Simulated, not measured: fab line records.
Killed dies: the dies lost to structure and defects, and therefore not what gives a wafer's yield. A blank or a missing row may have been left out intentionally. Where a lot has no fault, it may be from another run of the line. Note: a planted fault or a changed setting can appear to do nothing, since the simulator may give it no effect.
2 desks, one fault || flow gf180mcu || every desk sees just its own numbers, and what lay behind them comes last

## METROLOGY DESK
What the gauges read for every lot (on any tool): the sampled wafers with a number, averaged. Any lot whose mean is over 4 standard deviations away from the usual mean is out of limits and marked OUT; that distance is given in the brackets.
Columns: A = POLY_GATE_OXIDATION_THK at GF_POLY_GATE_THK_MEAS_17, usual 4.02 nm; B = cd_nm at GF_POLY_GATE_CD_MEAS_18, usual 279.9 nm; C = cd_nm at GF_SAB_CD_MEAS_09, usual 419.9 nm
{"lot": "L907", "first seen here": "day 9 13:29", "A": 4.05, "B": 280.9, "C": 419.3}
{"lot": "L908", "first seen here": "day 9 22:16", "A": 4.03, "B": 278.4, "C": 420.5}
{"lot": "L910", "first seen here": "day 10 14:38", "A": 4.03, "B": 279.9, "C": "397.8 (-11) OUT"}
{"lot": "L911", "first seen here": "day 10 20:14", "A": 4.12, "B": 282.5, "C": "401.9 (-8.6) OUT"}
{"lot": "L914", "first seen here": "day 11 15:36", "A": 4.25, "B": 277.2, "C": "352.9 (-32) OUT"}
{"lot": "L920", "first seen here": "day 13 11:44", "A": 4.06, "B": 278.1, "C": 419.6}
{"lot": "L921", "first seen here": "day 13 19:20", "A": 3.92, "B": 279.4, "C": 421.9}
{"lot": "L922", "first seen here": "day 13 23:19", "A": 4.15, "B": 282.8, "C": 421.5}
{"lot": "L923", "first seen here": "day 14 10:04", "A": 3.98, "B": 279.0, "C": 418.1}
{"lot": "L924", "first seen here": "day 14 15:46", "A": 4.05, "B": 279.8, "C": 419.1}
{"lot": "L925", "first seen here": "day 14 23:24", "A": 3.99, "B": 279.3, "C": 421.3}
{"lot": "L926", "first seen here": "day 15 04:00", "A": 3.98, "B": 278.5, "C": 416.8}
{"lot": "L927", "first seen here": "day 15 09:14", "A": 3.97, "B": 278.1, "C": 421.7}
{"lot": "L928", "first seen here": "day 15 18:08", "A": 3.82, "B": 276.3, "C": 422.6}
{"lot": "L929", "first seen here": "day 16 04:26", "A": 3.96, "B": 279.5, "C": 421.0}
This desk's finding: out of limits on L910, L911, L914; first on L910, day 16 14:39 (cd_nm at GF_SAB_CD_MEAS_09). L907, L908, L920, L921, L922, L923, L924, L925, L926, L927, L928, L929 stayed within limits.

## THE TOOL OWNER'S DESK: iline_stepper-01
The tool's own readings at GF_SAB_EXPOSE_06 (exposes mask SAB, target cd 420 nm): means of the sampled wafers that have a number, for each lot that ran on this tool. Any lot whose mean is over 4 standard deviations away from the usual mean is out of limits and marked OUT; that distance is given in the brackets.
Columns: A = reticle_temp_C at GF_SAB_EXPOSE_06, usual 23.01 C
{"lot": "L907", "first seen here": "day 15 00:54", "A": 22.98}
{"lot": "L910", "first seen here": "day 16 03:57", "A": 23.01}
{"lot": "L911", "first seen here": "day 16 11:48", "A": 22.93}
{"lot": "L914", "first seen here": "day 17 13:14", "A": 23.05}
{"lot": "L920", "first seen here": "day 19 17:59", "A": 22.98}
{"lot": "L921", "first seen here": "day 20 03:22", "A": 22.99}
{"lot": "L926", "first seen here": "day 21 14:35", "A": 22.95}
{"lot": "L927", "first seen here": "day 21 23:32", "A": 23.03}
{"lot": "L929", "first seen here": "day 22 18:41", "A": 23.00}
This desk's finding: nothing out of limits on any of the 9 lots.

## BROUGHT TOGETHER
L910, L911, L914 would have let the metrology desk raise an alarm at day 16 14:39.
The desk of the tool owner found nothing out of limits.
The tool owner's desk has L910, L911, L914 on record, within its limits.
Of the lots named, all ran GF_SAB_EXPOSE_06 on iline_stepper-01.

## WHAT THE SIMULATOR HAD INSERTED
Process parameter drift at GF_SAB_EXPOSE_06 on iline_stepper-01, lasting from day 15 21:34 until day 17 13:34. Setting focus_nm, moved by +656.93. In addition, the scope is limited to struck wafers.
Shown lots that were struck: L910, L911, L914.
Time in hours between the start of the fault and the first out-of-limits reading at each desk: metrology desk, 17.
